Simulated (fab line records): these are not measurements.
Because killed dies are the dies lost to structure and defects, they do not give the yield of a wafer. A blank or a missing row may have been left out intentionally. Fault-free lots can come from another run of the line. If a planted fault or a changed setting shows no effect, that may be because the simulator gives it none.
A lot that was struck, set against a sound lot -- flow sfq-line -- 15 steps out of a route of 325
Sound: wafers L705.3, L705.4, L705.6. Struck: wafer L712.2 (left out: L712.1, L712.5 of the same lot, which were not struck); the cause appears at the end.
At each step with rows: each side's tool, then ch and its chambers, then its first start. Under that, the readings that differ: sound wafers -- struck wafers -- difference of the means -- sigmas: that difference in standard deviations of wafers without a fault.
alike: a reading whose means differ by less than 2 such deviations, as well as words and numbers matching on both sides. not compared: withheld readings; readings where some wafer has no value; bounds like >300 that might hide an equal value; numbers whose values overlap and for which the record gives no deviation.
A row with sigmas, a row that says differs or no value, or rows on one side alone: a step with any of these is where the two part. Numbers that don't overlap but have no deviation are shown without sigmas and don't part them. Lack of a reading on every wafer of one side parts them only where that side has two or more wafers.

SFQ_I5_OVL_MEAS_936:
  struck on overlay-02, day 71 06:31; sound on overlay-02, day 63 17:42
  alike: I5_OVL
SFQ_TRILAYER_I5_BARC_OPEN_VIA_ETCH_200: etches BARC in O2, target depth 125 nm, time 41.7 s.
  sound on rie-diel-01 ch 0,1,2, day 63 17:43; struck on rie-diel-03 ch 3, day 71 06:33
  alike: drypump-motor-current-A, oes-product-au
  not compared: rf-hours-counter-h
SFQ_TRILAYER_I5_ETCH_VIA_ETCH_147: etches the open film in CHF3, stops on Nb, target depth 360 nm.
  sound on rie-diel-01 ch 0,1,2, day 63 17:46; struck on rie-diel-03 ch 3, day 71 06:35
  alike: drypump-motor-current-A, oes-product-au
SFQ_TRILAYER_I5_STRIP_STRIP_148: strips in O2.
  sound on rie-metal-03 ch 0,1, day 63 18:07; struck on rie-metal-04 ch 1, day 71 06:44
reading,sound,struck,difference,sigmas
rf-hours-counter-h (h),- - -,82,no value on the sound wafers,
  alike: drypump-motor-current-A, oes-product-au
then, 7 steps without rows for these wafers: SFQ_TRILAYER_I5_STRIP_SOLV_CLEAN_149 (cleans in NMP, time 600 s); SFQ_TRILAYER_C5_LITHO_COAT_156 (resist thk 62 nm); SFQ_TRILAYER_C5_LITHO_COAT_151 (resist thk 650 nm); SFQ_TRILAYER_C5_LITHO_SOFTBAKE_155; SFQ_TRILAYER_C5_LITHO_EXPOSE_152 (exposes mask C5, target cd 500 nm); SFQ_TRILAYER_C5_LITHO_PEB_154 (peb time 60 s); SFQ_TRILAYER_C5_LITHO_DEVELOP_153 (time 60 s).
-- the record jumps here: 5 days lie between the struck wafers' starts before and after --
SFQ_C5_OVL_MEAS_937:
  struck on overlay-02, day 75 22:57; sound on overlay-02, day 64 08:47
  alike: C5_OVL
SFQ_TRILAYER_C5_BARC_OPEN_VIA_ETCH_210: etches BARC in O2, target depth 125 nm, time 41.7 s.
  sound on rie-diel-02 ch 0,2, day 64 08:49; struck on rie-diel-02 ch 0, day 75 22:59
reading,sound,struck,difference,sigmas
model.KrF_of_TRILAYER_C5_LITHO_COAT_151.thk-nm (nm),576 575.1 577.9,585.6,+9.3,
  alike: drypump-motor-current-A, oes-product-au
  not compared: rf-hours-counter-h
SFQ_TRILAYER_C5_ETCH_VIA_ETCH_154: etches SiO2 in CHF3, stops on Nb, target depth 84 nm.
  sound on rie-diel-02 ch 0,2, day 64 08:51; struck on rie-diel-02 ch 0, day 75 23:02
reading,sound,struck,difference,sigmas
model.KrF_of_TRILAYER_C5_LITHO_COAT_151.thk-nm (nm),561.4 560.6 563.4,570.9,+9.1,
  alike: drypump-motor-current-A, oes-product-au
SFQ_TRILAYER_C5_STRIP_STRIP_155: strips in O2.
  sound on rie-metal-01 ch 0,1, day 64 09:06; struck on rie-metal-01 ch 0, day 75 23:05
reading,sound,struck,difference,sigmas
rf-hours-counter-h (h),- - -,14,no value on the sound wafers,
  alike: drypump-motor-current-A, oes-product-au

## WHERE THEY PART
Last at SFQ_TRILAYER_C5_STRIP_STRIP_155 as far as this record goes, first at SFQ_TRILAYER_I5_STRIP_STRIP_148.

WHY: what the simulator had put in
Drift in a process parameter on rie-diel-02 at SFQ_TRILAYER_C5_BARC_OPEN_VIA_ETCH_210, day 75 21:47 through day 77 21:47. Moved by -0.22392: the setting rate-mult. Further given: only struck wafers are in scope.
